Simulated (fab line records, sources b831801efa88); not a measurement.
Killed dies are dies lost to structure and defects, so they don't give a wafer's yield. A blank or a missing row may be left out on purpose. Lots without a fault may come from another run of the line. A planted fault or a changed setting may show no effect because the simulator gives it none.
fab line records | flow gf180mcu
record lots=13 wafers=39 last_day=33
route steps=602 shown V2@404 M3@410
lots that met no fault: from a run of the same line without faults
start_h: hours from the record's first day to the start of the lot's first wafer shown | wait_h: hours since the lot's step before | " the same as in the row above | L1.1+2: a row that stands for several wafers | - no value, or no start given | * or withheld: withheld | < > ~ a bound
route shown NAME@n: a module of which the file shows steps, and the number in the route of the first | usual: mean/standard deviation of fault-free wafers | same: alike in all rows | chamber/n: place in a boat | sites: the reading at each site | _std_site: their standard deviation | _edge_site: outer sites' mean less inner sites' | radius_mm: how far each site lies from the wafer's centre | mask NAME#n: copy n | behind: the tool/chamber that last shaped the wafer | hold: why the lot was held/for how many hours/how that ended | device: the transistor (n, p or np) that didn't switch | end of line: the same wafers' tests at the end of the route | a step without rows: its recipe alone | killed: dies lost to structure and defects at the first sort, not the wafer's yield | map: a wafer's dies, x killed, . not, _ none there
set.NAME: the setting as run; set.NAME@STEP: as run at that earlier step | model.NAME: the simulator's own value behind a step, which no gauge read
steps of the route over a sample of lots; a table a step, a row a wafer
services: from which hour (start_h, from the record's first day; less than 0 if before it) a tool's chamber was out of use, for how many hours, and why
## steps
# step GF_V2_SPUTTER_22
# recipe material=TiN target_thk_nm=10 chamber_pressure_pa=5 power_w=4000 time_s=40
# usual throttle_valve_pct=29.9/0.98
# columns lot.wafer tool chamber start_h wait_h throttle_valve_pct
L236.2 pvd_sputter-02 - 455.69 0.0 29.0
L236.5 " - " " 28.9
L236.6 " - " " 31.1
L237.2 pvd_sputter-03 - 463.92 0.0 29.1
L237.5 " - " " 30.9
L237.6 " - " " 28.8
L239.1 pvd_sputter-03 - 482.62 0.0 30.4
L239.3 " - " " 29.2
L239.6 " - " " 29.3
L241.1 pvd_sputter-01 - 502.82 0.0 30.3
L241.3 " - " " 29.6
L241.4 " - " " 30.2
L242.2 pvd_sputter-02 - 518.50 0.0 28.9
L242.4 " - " " 31.6
L242.6 " - " " 28.9
L243.1 pvd_sputter-03 - 532.07 0.0 28.1
L243.2 " - " " 30.5
L243.6 " - " " 31.0
L245.2 pvd_sputter-01 - 546.57 0.0 29.4
L245.4 " - " " 30.3
L245.5 " - " " 30.3
L251.3 pvd_sputter-01 - 601.08 0.0 30.0
L251.4 " - " " 30.4
L251.6 " - " " 29.4
L252.1 pvd_sputter-03 - 608.76 0.0 31.0
L252.2 " - " " 30.5
L252.4 " - " " 28.1
L253.2 pvd_sputter-02 - 612.57 0.0 31.3
L253.5 " - " " 31.5
L253.6 " - " " 29.1
L254.2 pvd_sputter-02 - 618.67 0.0 29.0
L254.3 " - " " 28.1
L254.4 " - " " 31.5
L255.3 pvd_sputter-01 - 626.91 0.0 29.6
L255.5 " - " " 30.7
L255.6 " - " " 30.5
L256.1 pvd_sputter-02 - 627.67 0.0 30.3
L256.5 " - " " 31.1
L256.6 " - " " 30.2
# step GF_V2_CVD_23
# recipe material=W target_thk_nm=350 time_s=104.94 temp_c=400 pressure_torr=40
# usual heater_power_outer_w=468/55 heater_power_w=813/78 susceptor_temp_C=400.01/0.19
# columns lot.wafer tool chamber start_h wait_h heater_power_outer_w heater_power_w susceptor_temp_C
L236.2 cvd_w-02 0 455.73 0.0 453 767 400.09
L236.5 " 1 " " 563 889 400.10
L236.6 " 0 " " 448 774 400.01
L237.2 cvd_w-01 0 463.96 0.0 401 715 400.05
L237.5 " 0 " " 408 703 400.13
L237.6 " 1 " " 469 865 399.94
L239.1 cvd_w-02 1 482.65 0.0 552 877 400.31
L239.3 " 0 " " 452 779 400.12
L239.6 " 1 " " 550 881 400.11
L241.1 cvd_w-02 1 502.86 0.0 568 913 399.93
L241.3 " 0 " " 448 780 399.73
L241.4 " 1 " " 580 914 400.18
L242.2 cvd_w-02 1 518.53 0.0 547 921 400.03
L242.4 " 1 " " 568 907 400.24
L242.6 " 0 " " 451 770 400.14
L243.1 cvd_w-02 1 532.11 0.0 567 918 399.95
L243.2 " 0 " " 464 778 400.36
L243.6 " 1 " " 552 882 400.19
L245.2 cvd_w-01 1 546.61 0.0 479 870 399.87
L245.4 " 0 " " 415 700 400.43
L245.5 " 0 " " 408 711 400.27
L251.3 cvd_w-02 1 601.16 0.1 558 909 399.78
L251.4 " 0 " " 438 753 400.32
L251.6 " 0 " " 450 781 399.85
L252.1 cvd_w-01 1 608.80 0.0 458 846 400.09
L252.2 " 0 " " 411 701 399.64
L252.4 " 0 " " 409 697 399.91
L253.2 cvd_w-01 1 612.61 0.0 465 877 399.88
L253.5 " 0 " " 403 688 399.87
L253.6 " 1 " " 473 871 399.96
L254.2 cvd_w-01 0 618.71 0.0 409 721 399.79
L254.3 " 1 " " 465 880 399.98
L254.4 " 0 " " 413 715 400.05
L255.3 cvd_w-02 1 626.99 0.1 576 915 400.06
L255.5 " 1 " " 556 914 400.06
L255.6 " 0 " " 452 769 400.20
L256.1 cvd_w-01 1 627.71 0.0 464 863 400.05
L256.5 " 0 " " 400 712 399.80
L256.6 " 1 " " 480 873 400.06
# step GF_V2_CMP_26
# recipe stop_on=SiO2 down_force_psi=3.5 platen_rpm=60 t_overpolish_s=15 target_thk_nm=0 pad_velocity_m_s=0.94248
# usual motor_current_A=11.4/1.5 overpolish_run_s=15.001/0.0089 platen_rpm=60.00/0.039 time_to_endpoint_s=84.0/2.7
# columns lot.wafer tool chamber start_h wait_h motor_current_A overpolish_run_s platen_rpm time_to_endpoint_s
L236.2 cmp-02 1 456.12 0.1 12.7 15.009 60.05 83.5
L236.6 " 3 " " 8.5 15.010 60.00 83.6
L236.5 " 0 " " 11.1 14.998 59.99 83.6
L237.2 cmp-02 1 464.56 0.3 12.9 14.995 60.00 82.9
L237.6 " 3 " " 8.7 15.001 60.01 85.9
L237.5 " 0 " " 10.5 15.006 60.10 85.6
L239.3 cmp-02 2 483.00 0.1 12.7 14.999 60.03 79.3
L239.1 " 0 " " 11.5 15.006 60.05 82.7
L239.6 " 2 " " 12.7 14.994 60.00 83.0
L241.4 cmp-01 1 503.15 0.0 11.5 15.004 60.05 87.3
L241.1 " 2 " " 12.7 15.014 59.97 82.6
L241.3 " 3 " " 11.0 15.004 59.96 86.0
L242.4 cmp-02 3 518.83 0.0 8.8 14.983 60.03 82.6
L242.2 " 1 " " 12.6 15.019 54.02 95.9
L242.6 " 3 " " 8.7 15.014 60.00 83.0
L243.2 cmp-02 2 532.40 0.0 12.9 14.999 60.04 86.6
L243.1 " 1 " " 12.6 15.008 54.04 94.9
L243.6 " 3 " " 8.3 14.990 60.04 84.8
L245.4 cmp-01 1 546.90 0.0 11.5 15.004 59.99 84.1
L245.2 " 0 " " 12.6 15.002 59.96 77.5
L245.5 " 2 " " 13.2 14.995 59.96 84.0
L251.3 cmp-02 2 601.46 0.1 12.9 14.997 60.03 86.1
L251.4 " 0 " " 11.5 14.990 60.00 82.5
L251.6 " 1 " " 12.2 15.016 60.03 86.0
L252.2 cmp-02 0 609.15 0.1 11.1 15.008 60.03 80.3
L252.4 " 1 " " 13.2 15.011 60.04 86.0
L252.1 " 2 " " 12.5 14.997 60.01 82.8
L253.2 cmp-02 0 613.00 0.1 10.6 15.001 60.00 80.9
L253.5 " 2 " " 12.8 15.004 60.01 85.0
L253.6 " 3 " " 8.8 15.002 59.93 83.6
L254.3 cmp-02 3 619.00 0.0 8.9 14.999 60.07 84.6
L254.2 " 1 " " 12.6 14.995 59.99 89.8
L254.4 " 2 " " 12.1 15.006 59.94 86.0
L255.3 cmp-02 1 627.34 0.1 12.2 15.006 60.00 81.3
L255.5 " 3 " " 8.5 15.011 59.97 80.1
L255.6 " 0 " " 10.4 14.995 60.00 81.6
L256.1 cmp-01 3 628.05 0.1 10.1 15.005 60.06 85.9
L256.5 " 2 " " 13.1 15.009 59.99 85.5
L256.6 " 3 " " 10.9 14.999 59.89 87.4
# step GF_M3_SPUTTER_01
# recipe material=TiN target_thk_nm=30 power_w=6500 time_s=25 chamber_pressure_pa=0.4
# usual throttle_valve_pct=30.1/0.86
# columns lot.wafer tool chamber start_h wait_h throttle_valve_pct
L236.2 pvd_sputter-01 - 456.42 0.1 29.3
L236.5 " - " " 30.3
L236.6 " - " " 30.5
L237.2 pvd_sputter-04 - 464.86 0.1 30.4
L237.5 " - " " 30.7
L237.6 " - " " 31.6
L239.1 pvd_sputter-03 - 483.35 0.1 30.9
L239.3 " - " " 30.9
L239.6 " - " " 30.5
L241.1 pvd_sputter-04 - 503.55 0.1 31.6
L241.3 " - " " 29.7
L241.4 " - " " 30.7
L242.2 pvd_sputter-01 - 519.23 0.1 30.2
L242.4 " - " " 29.8
L242.6 " - " " 30.0
L243.1 pvd_sputter-03 - 532.80 0.1 28.3
L243.2 " - " " 29.0
L243.6 " - " " 28.2
L245.2 pvd_sputter-04 - 547.30 0.1 30.4
L245.4 " - " " 30.0
L245.5 " - " " 30.9
L251.3 pvd_sputter-01 - 601.81 0.1 30.6
L251.4 " - " " 29.5
L251.6 " - " " 30.4
L252.1 pvd_sputter-01 - 609.50 0.1 30.4
L252.2 " - " " 30.6
L252.4 " - " " 29.0
L253.2 pvd_sputter-04 - 613.30 0.1 29.7
L253.5 " - " " 30.7
L253.6 " - " " 30.1
L254.2 pvd_sputter-04 - 619.40 0.1 29.6
L254.3 " - " " 31.6
L254.4 " - " " 29.7
L255.3 pvd_sputter-04 - 627.64 0.1 29.5
L255.5 " - " " 30.5
L255.6 " - " " 31.4
L256.1 pvd_sputter-01 - 628.40 0.1 30.4
L256.5 " - " " 29.5
L256.6 " - " " 30.2
## services
# columns tool chamber start_h hours kind
cmp-01 - 437.38 7.1 pm
pvd_sputter-02 - 444.95 5.3 repair
cmp-01 - 463.06 2.7 repair
cmp-02 - 480.80 0.4 repair
pvd_sputter-01 - 481.79 4.2 repair
cmp-01 - 518.35 0.8 repair
cmp-01 - 519.84 1.5 repair
pvd_sputter-01 - 532.03 4.8 repair
cmp-02 - 544.92 6.2 pm
cvd_w-02 - 565.01 28.1 pm
cmp-02 - 566.19 4.7 pm
cmp-01 - 572.00 4.0 pm
cmp-01 - 576.00 - consumable_replace:conditioner
cmp-01 - 576.00 - consumable_replace:pad
pvd_sputter-03 - 591.17 5.0 repair
cvd_w-01 - 593.11 14.6 pm
cmp-01 - 599.86 2.2 repair
cmp-01 - 604.01 1.7 repair
## key
first_sign step=GF_V2_CMP_26 reading=platen_rpm direction=down sigmas=99+ usual=60.00 struck=54.03
effect step=GF_V2_CMP_26 reading=time_to_endpoint_s direction=up sigmas=4.3 usual=* struck=*
met_at GF_V2_CMP_26
struck_lots L242,L243
struck_wafers L242.2,L243.1
not_acting_at GF_V2_SPUTTER_22,GF_V2_CVD_23,GF_M3_SPUTTER_01
onset_between 464.56 518.83
fault kind=process_parameter_drift tool=cmp-02 chamber=1 onset_h=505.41 steps=GF_V2_CMP_26 channel=platen_rpm offset=-6 shape=step end_h=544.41 acts_in=these_recipes_only stated=60
